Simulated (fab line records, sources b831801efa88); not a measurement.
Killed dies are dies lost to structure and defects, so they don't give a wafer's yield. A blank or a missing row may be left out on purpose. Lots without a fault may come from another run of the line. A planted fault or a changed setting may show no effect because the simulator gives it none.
Which tool did it? | flow gf180mcu | 13 lots, 39 wafers sampled, at 4 steps of a route of 602

WHAT THE GAUGES READ, wafer by wafer
GF_SAB_OVL_MEAS_10. Usual: SAB_OVL 0.6 nm, standard deviation 1.3.
lot  | measured     | on         | SAB_OVL (nm)   | flag
L997 | day 15 07:17 | overlay-02 | 0.9 0.9 0.8    |
L998 | day 15 21:10 | overlay-02 | 0.2 0.6 -0.9   |
L101 | day 17 02:02 | overlay-01 | 0.2 -0.6 -1.0  |
L104 | day 18 01:22 | overlay-01 | 1.4 1.3 1.6    |
L106 | day 18 17:37 | overlay-01 | -0.9 0.1 -0.7  |
L108 | day 19 13:40 | overlay-01 | 1.6 0.5 0.2    |
L109 | day 19 21:41 | overlay-02 | 1.9 1.8 -0.6   |
L111 | day 20 15:16 | overlay-02 | 2.9 0.5 2.7    |
L112 | day 20 20:38 | overlay-02 | 0.4 0.4 0.5    |
L114 | day 21 18:39 | overlay-01 | 2.3 1.7 2.1    |
L115 | day 21 20:37 | overlay-01 | 0.3 1.4 -1.6   |
L116 | day 22 04:31 | overlay-02 | -1.2 -0.2 -0.4 |
L118 | day 22 18:22 | overlay-02 | 0.3 0.1 -0.8   |

GF_CONTACT_RS_MEAS_25: measures by four-point-probe. Usual: CONTACT_W_RS 0.375 ohm/sq, standard deviation 0.0063.
lot  | measured     | on            | CONTACT_W_RS (ohm/sq) | flag
L997 | day 16 07:35 | film_metro-01 | 0.384 0.368 0.379     |
L998 | day 16 21:22 | film_metro-04 | 0.364 0.376 0.378     |
L101 | day 18 04:29 | film_metro-03 | 0.364 0.370 0.375     |
L104 | day 19 03:10 | film_metro-03 | 0.355 0.368 0.358     |
L106 | day 19 20:14 | film_metro-04 | 0.375 0.370 0.373     |
L108 | day 20 16:37 | film_metro-04 | 0.378 0.375 0.378     |
L109 | day 21 00:07 | film_metro-04 | 0.376 0.369 0.375     |
L111 | day 21 17:38 | film_metro-03 | 0.376 0.375 0.373     |
L112 | day 21 22:45 | film_metro-01 | 0.377 0.375 0.376     |
L114 | day 22 20:07 | film_metro-01 | 0.385 0.375 0.386     |
L115 | day 22 22:26 | film_metro-01 | 0.385 0.370 0.364     |
L116 | day 23 05:26 | film_metro-01 | 0.371 0.386 0.387     |
L118 | day 23 18:24 | film_metro-04 | 0.374 0.375 0.374     |

WHICH TOOL RAN EACH LOT (tool, then ch and the chambers of the sampled wafers, then the start)
lot  | GF_CONTACT_ETCH_16                 | GF_CONTACT_CVD_24
L997 | rie_diel-02 ch 0,1,2, day 16 06:52 | cvd_w-02 ch 0,1, day 16 07:28
L998 | rie_diel-02 ch 0,1,2, day 16 20:42 | cvd_w-02 ch 0,1, day 16 21:16
L101 | rie_diel-02 ch 0,2,3, day 18 03:48 | cvd_w-02 ch 0,1, day 18 04:22
L104 | rie_diel-04 ch 1,2,3, day 19 02:31 | cvd_w-02 ch 0,1, day 19 03:04
L106 | rie_diel-03 ch 1,2,3, day 19 19:33 | cvd_w-01 ch 0,1, day 19 20:08
L108 | rie_diel-04 ch 0,3, day 20 15:57   | cvd_w-01 ch 0,1, day 20 16:31
L109 | rie_diel-03 ch 0,1,2, day 20 23:25 | cvd_w-01 ch 0,1, day 21 00:00
L111 | rie_diel-02 ch 0,1,2, day 21 16:58 | cvd_w-01 ch 0,1, day 21 17:32
L112 | rie_diel-02 ch 0,1, day 21 22:04   | cvd_w-01 ch 0,1, day 21 22:38
L114 | rie_diel-02 ch 0,1,2, day 22 19:24 | cvd_w-02 ch 0,1, day 22 19:58
L115 | rie_diel-03 ch 1,3, day 22 21:40   | cvd_w-02 ch 0,1, day 22 22:20
L116 | rie_diel-02 ch 0,2, day 23 04:46   | cvd_w-02 ch 0,1, day 23 05:20
L118 | rie_diel-02 ch 0,3, day 23 17:43   | cvd_w-01 ch 0,1, day 23 18:16
- GF_CONTACT_ETCH_16: etches BARC in N2/H2.
- GF_CONTACT_CVD_24: deposits W, target thk 300 nm, time 90.339 s.

WHAT THE TOOLS THEMSELVES READ (means of the sampled wafers that have a number; where no wafer has one, the mark that the record gives instead)
GF_CONTACT_ETCH_16. Usual: drypump_motor_current_A 5.8 A, standard deviation 0.33; oes_product_au 0.854 a.u., standard deviation 0.0047; throttle_valve_pct 13.225 %, standard deviation 0.0087.
lot  | tool        | drypump_motor_current_A (A) | oes_product_au (a.u.) | throttle_valve_pct (%) | flag
L997 | rie_diel-02 | 5.9                         | 0.850                 | 13.218                 |
L998 | rie_diel-02 | 5.9                         | 0.855                 | 13.229                 |
L101 | rie_diel-02 | 5.9                         | 0.848                 | 13.219                 |
L104 | rie_diel-04 | 5.9                         | 0.856                 | 13.224                 |
L106 | rie_diel-03 | 5.3                         | 0.857                 | 13.222                 |
L108 | rie_diel-04 | 6.1                         | 0.851                 | 13.226                 |
L109 | rie_diel-03 | 5.3                         | 0.855                 | 13.228                 |
L111 | rie_diel-02 | 5.9                         | 0.853                 | 13.227                 |
L112 | rie_diel-02 | 5.9                         | 0.848                 | 13.226                 |
L114 | rie_diel-02 | 5.9                         | 0.857                 | 13.223                 |
L115 | rie_diel-03 | 5.4                         | 0.856                 | 13.224                 |
L116 | rie_diel-02 | 6.0                         | 0.854                 | 13.226                 |
L118 | rie_diel-02 | 6.1                         | 0.857                 | 13.225                 |

GF_CONTACT_CVD_24. Usual: heater_power_w 805 W, standard deviation 22.
lot  | tool     | heater_power_w (W) | flag
L997 | cvd_w-02 | 822                |
L998 | cvd_w-02 | 810                |
L101 | cvd_w-02 | 804                |
L104 | cvd_w-02 | 810                |
L106 | cvd_w-01 | 791                |
L108 | cvd_w-01 | 792                |
L109 | cvd_w-01 | 782                |
L111 | cvd_w-01 | 792                |
L112 | cvd_w-01 | 779                |
L114 | cvd_w-02 | 823                |
L115 | cvd_w-02 | 807                |
L116 | cvd_w-02 | 814                |
L118 | cvd_w-01 | 801                |

THE ANSWER, worked out from the rows above alone
Rule: a lot is off if the mean of its wafers that have a number lies more than 3 standard deviations from the usual mean. A lot without any number at a reading at which 4 lots or more have one is off too. The other lots that the step has rows for count as sound. The gauges are gone through in route order, then the tools' own readings, and for those a lot's mean is taken as printed above. The first step at which some lot is off is used, and at that step the reading that is off furthest; a lot without a number counts as furthest.
No lot is off at any reading shown: from this, nothing can be told.

WHAT THE SIMULATOR HAD PUT IN
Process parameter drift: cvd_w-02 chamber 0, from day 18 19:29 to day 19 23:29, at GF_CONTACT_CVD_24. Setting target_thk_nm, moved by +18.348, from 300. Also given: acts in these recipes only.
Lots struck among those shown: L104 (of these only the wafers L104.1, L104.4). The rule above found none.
